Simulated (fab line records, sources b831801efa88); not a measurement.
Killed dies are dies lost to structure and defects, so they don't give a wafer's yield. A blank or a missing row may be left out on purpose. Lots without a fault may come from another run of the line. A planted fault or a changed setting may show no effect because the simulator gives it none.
A struck lot beside a sound one | flow gf180mcu | 17 steps out of a route of 602
Sound: wafers L210.3, L210.4, L210.5. Struck: wafers L219.1, L219.3, L219.4. The cause comes at the end.
At each step with rows: each side's tool, then ch and its chambers, then its first start. Under that, the readings that differ: sound wafers | struck wafers | difference of the means | sigmas: that difference in standard deviations of wafers without a fault.
alike: readings whose means differ by less than 2 such deviations, and words and numbers that are the same on both sides. not compared: withheld readings, readings that some wafer has no value for, bounds like >300 that may hide the same value, and numbers for which the record gives no deviation and whose values overlap.
The two part at a step that has a row with sigmas, a row that says differs or no value, or rows on one side only. Numbers that don't overlap but have no deviation are shown without sigmas and don't part them. A reading that every wafer of one side lacks parts them only if that side has two wafers or more.

first, 2 steps without rows for these wafers: GF_HV_LDD_PEB_44; GF_HV_LDD_DEVELOP_45 (develop time 60 s).
GF_HV_LDD_CD_MEAS_46: target cd 400 nm.
  sound on cd_sem-02, day 12 16:50; struck on cd_sem-01, day 15 17:02
  alike: cd_nm
GF_HV_LDD_OVL_MEAS_47:
  sound on overlay-02, day 12 16:55; struck on overlay-01, day 15 17:09
  alike: HV_LDD_03_OVL
then, 1 step without rows for these wafers: GF_HV_LDD_IMPLANT_48.
GF_HV_LDD_STRIP_49: strips in O2/N2.
  sound on plasma_asher-04 ch 0,1, day 12 17:08; struck on plasma_asher-04 ch 0,1, day 15 17:20
  alike: drypump_motor_current_A, heater_power_w, oes_product_au, strip_time_to_endpoint_s
  not compared: rf_hours_counter_h
GF_HV_LDD_TW_MEAS_50:
  sound on film_metro-01, day 12 17:13; struck on film_metro-01, day 15 17:26
  alike: HV_LDD_4_TW
then, 1 step without rows for these wafers: GF_HV_LDD_CLEAN_51 (cleans in SC1/SC2, time 150 s).
GF_HV_LDD_RTA_52: time 10 s.
  sound on rtp_anneal-01 ch 0, day 12 17:20; struck on rtp_anneal-01 ch 0, day 15 17:33
  alike: lamp_power_pct, wafer_temp_C_max
GF_HV_LDD_RS_MEAS_53: measures by four-point-probe.
  sound on film_metro-03, day 12 17:25; struck on film_metro-01, day 15 17:37
  alike: HV_LDD_RS
then, 1 step without rows for these wafers: GF_HV_LDD_CVD_54 (deposits SiO2 from TEOS, target thk 10 nm, time 75 s).
GF_HV_LDD_THK_MEAS_55:
  sound on film_metro-03, day 12 18:32; struck on film_metro-03, day 15 18:46
  alike: HV_LDD_CVD_54_THK
GF_HV_LDD_CVD_56: deposits Si3N4 from DCS/NH3, target thk 90 nm, time 1543 s.
  sound on lpcvd-02 ch 0, day 12 18:34; struck on lpcvd-01 ch 1, day 15 18:49
  reading                                  | sound            | struck            | difference | sigmas
  model.Si3N4_of_HV_LDD_CVD_56.thk_nm (nm) | 89.4 89.74 89.91 | 85.99 86.51 86.81 | -3.25      |
GF_HV_LDD_THK_MEAS_57:
  sound on film_metro-03, day 12 20:01; struck on film_metro-04, day 15 20:15
  reading                | sound          | struck         | difference | sigmas
  HV_LDD_CVD_56_THK (nm) | 89.4 89.7 89.9 | 86.0 86.6 86.8 | -3.2       | -3
GF_HV_LDD_ETCHBACK_58: etches Si3N4 in CH3F/O2, stops on SiO2, time 100 s, target depth 90 nm.
  sound on rie_diel-01 ch 0,2,3, day 12 20:04; struck on rie_diel-02 ch 0,1,3, day 15 20:19
  reading                  | sound             | struck            | difference | sigmas
  oes_product_au (a.u.)    | 0.834 0.844 0.843 | 0.825 0.825 0.831 | -0.013     | -2
  model.etch.depth_nm (nm) | 89.4 89.74 89.91  | 85.99 86.51 86.81 | -3.25      |
  alike: drypump_motor_current_A, throttle_valve_pct
  not compared: rf_hours_counter_h
then, 1 step without rows for these wafers: GF_NSD_DEHYDRATE_00 (time 60 s).
-- the record jumps here: 16 days lie between the struck wafers' starts before and after (it left off in module NSD and takes up again in module PASSIVATION, whose first step shown is number 602 of the route) --
GF_PASSIVATION_PROBE_99:
  the record has rows for the struck wafers here (prober-01, day 31 20:17) and none for the sound ones

WHERE THEY PART
First at GF_HV_LDD_THK_MEAS_57; last, within this record, at GF_PASSIVATION_PROBE_99.

WHY: what the simulator had put in
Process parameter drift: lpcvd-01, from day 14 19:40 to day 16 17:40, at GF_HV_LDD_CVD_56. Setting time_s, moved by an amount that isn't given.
